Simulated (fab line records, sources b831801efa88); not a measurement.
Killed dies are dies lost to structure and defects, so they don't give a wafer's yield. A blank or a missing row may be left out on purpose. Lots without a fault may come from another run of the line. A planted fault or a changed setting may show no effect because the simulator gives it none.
A struck lot beside a sound one | flow gf180mcu | 43 steps out of a route of 602
Sound: wafers L863.1, L863.3, L863.5. Struck: wafer L857.5. (L857.3, L857.6 of the same lot were not struck and are left out.) The cause comes at the end.
At each step with rows: each side's tool, then ch and its chambers, then its first start. Under that, the readings that differ: sound wafers | struck wafers | difference of the means | sigmas: that difference in standard deviations of wafers without a fault.
alike: readings whose means differ by less than 2 such deviations, and words and numbers that are the same on both sides. not compared: withheld readings, readings that some wafer has no value for, bounds like >300 that may hide the same value, and numbers for which the record gives no deviation and whose values overlap.
The two part at a step that has a row with sigmas, a row that says differs or no value, or rows on one side only. Numbers that don't overlap but have no deviation are shown without sigmas and don't part them. A reading that every wafer of one side lacks parts them only if that side has two wafers or more.

first, 2 steps without rows for these wafers: GF_DUAL_GATE_CLEAN_01 (cleans in dHF, time 20 s); GF_DUAL_GATE_OXIDATION_02 (stabilise 600 s, purge 300 s, target thk 10.887 nm).
GF_DUAL_GATE_THK_MEAS_03:
  sound on film_metro-01, day 14 05:49; struck on film_metro-03, day 12 00:59
  alike: DUAL_GATE_OXIDATION_00_THK
then, 7 steps without rows for these wafers: GF_DUAL_GATE_DEHYDRATE_04 (time 60 s); GF_DUAL_GATE_HMDS_05 (prime time 60 s); GF_DUAL_GATE_COAT_06 (resist thk 1000 nm); GF_DUAL_GATE_SOFTBAKE_07 (time 60 s); GF_DUAL_GATE_EXPOSE_08 (exposes mask Dualgate, target cd 700 nm); GF_DUAL_GATE_PEB_09; GF_DUAL_GATE_DEVELOP_10 (develop time 60 s).
GF_DUAL_GATE_OVL_MEAS_11:
  sound on overlay-02, day 15 02:14; struck on overlay-01, day 12 20:10
  alike: DUAL_GATE_OVL
then, 1 step without rows for these wafers: GF_DUAL_GATE_WET_ETCH_12 (etches SiO2 in dHF, target depth 13 nm, time 260 s).
GF_DUAL_GATE_STRIP_13: strips in O2/N2.
  sound on plasma_asher-04 ch 0,1, day 15 02:22; struck on plasma_asher-03 ch 1, day 12 20:19
  alike: drypump_motor_current_A, heater_power_w, oes_product_au, strip_time_to_endpoint_s
  not compared: rf_hours_counter_h
then, 3 steps without rows for these wafers: GF_DUAL_GATE_CLEAN_14 (cleans in SC1/SC2, time 150 s); GF_DUAL_GATE_OXIDATION_15 (stabilise 600 s, purge 300 s, target thk 7.098 nm); GF_POLY_GATE_CVD_00 (deposits poly-Si, target thk 200 nm, time 1200 s).
GF_POLY_GATE_THK_MEAS_01:
  sound on film_metro-01, day 15 05:24; struck on film_metro-04, day 12 23:20
  reading                   | sound             | struck | difference | sigmas
  POLY_GATE_CVD_00_THK (nm) | 204.4 206.2 203.7 | 199.2  | -5.6       | -3
then, 8 steps without rows for these wafers: GF_POLY_GATE_DEHYDRATE_02 (time 60 s); GF_POLY_GATE_HMDS_03 (prime time 60 s); GF_POLY_GATE_COAT_04; GF_POLY_GATE_COAT_05 (resist thk 700 nm); GF_POLY_GATE_SOFTBAKE_06 (time 60 s); GF_POLY_GATE_EXPOSE_07 (exposes mask Poly2, target cd 280 nm); GF_POLY_GATE_PEB_08 (peb time 90 s); GF_POLY_GATE_DEVELOP_09 (develop time 60 s).
GF_POLY_GATE_CD_MEAS_10: target cd 280 nm.
  sound on cd_sem-02, day 16 03:32; struck on cd_sem-02, day 13 18:46
  reading    | sound             | struck | difference | sigmas
  cd_nm (nm) | 281.0 282.6 282.0 | 278.3  | -3.6       | -2
GF_POLY_GATE_OVL_MEAS_11:
  sound on overlay-01, day 16 03:40; struck on overlay-02, day 13 18:52
  reading            | sound    | struck | difference | sigmas
  POLY_GATE_OVL (nm) | -1 -4 -6 | 15     | +19        | +3
GF_POLY_GATE_ETCH_12: etches BARC in N2/H2.
  sound on rie_diel-04 ch 1,2,3, day 16 03:42; struck on rie_diel-02 ch 3, day 13 18:53
  alike: drypump_motor_current_A, oes_product_au, throttle_valve_pct
GF_POLY_GATE_ETCH_13: etches poly-Si in HBr/Cl2, stops on SiO2, target depth 198.5 nm, time 69.6 s.
  sound on rie_si-01 ch 0,2,3, day 16 03:45; struck on rie_si-02 ch 2, day 13 18:56
  reading               | sound             | struck | difference | sigmas
  oes_product_au (a.u.) | 1.004 1.011 0.998 | 0.987  | -0.017     | -2
  alike: drypump_motor_current_A, throttle_valve_pct
  not compared: rf_hours_counter_h
GF_POLY_GATE_STRIP_14: strips in O2/N2.
  sound on plasma_asher-01 ch 0,1, day 16 03:48; struck on plasma_asher-02 ch 0, day 13 19:01
  alike: drypump_motor_current_A, heater_power_w, oes_product_au
  not compared: rf_hours_counter_h
then, 2 steps without rows for these wafers: GF_POLY_GATE_CLEAN_15 (cleans in SC1/SC2, time 150 s); GF_POLY_GATE_OXIDATION_16 (stabilise 600 s, purge 300 s, target thk 4 nm).
GF_POLY_GATE_THK_MEAS_17:
  sound on film_metro-03, day 16 05:13; struck on film_metro-04, day 13 20:27
  reading                      | sound          | struck | difference | sigmas
  POLY_GATE_OXIDATION_THK (nm) | 3.84 3.82 3.89 | 4.06   | +0.21      | +3
GF_POLY_GATE_CD_MEAS_18:
  sound on cd_sem-02, day 16 05:16; struck on cd_sem-02, day 13 20:32
  alike: cd_nm
then, 7 steps without rows for these wafers: GF_HV_LDD_DEHYDRATE_00 (time 60 s); GF_HV_LDD_HMDS_01 (prime time 60 s); GF_HV_LDD_COAT_02 (resist thk 1000 nm); GF_HV_LDD_SOFTBAKE_03 (time 60 s); GF_HV_LDD_EXPOSE_04 (exposes mask Nplus LV AREA, target cd 400 nm); GF_HV_LDD_PEB_05; GF_HV_LDD_DEVELOP_06 (develop time 60 s).
GF_HV_LDD_CD_MEAS_07: target cd 400 nm.
  sound on cd_sem-02, day 17 03:22; struck on cd_sem-01, day 14 17:27
  alike: cd_nm
-- the record jumps here: 19 days lie between the struck wafers' starts before and after (it left off in module HV_LDD and takes up again in module PASSIVATION, whose first step shown is number 602 of the route) --
GF_PASSIVATION_PROBE_99:
  the record has rows for the struck wafers here (prober-02, day 33 11:00) and none for the sound ones

WHERE THEY PART
First at GF_POLY_GATE_THK_MEAS_01; last, within this record, at GF_PASSIVATION_PROBE_99.

WHY: what the simulator had put in
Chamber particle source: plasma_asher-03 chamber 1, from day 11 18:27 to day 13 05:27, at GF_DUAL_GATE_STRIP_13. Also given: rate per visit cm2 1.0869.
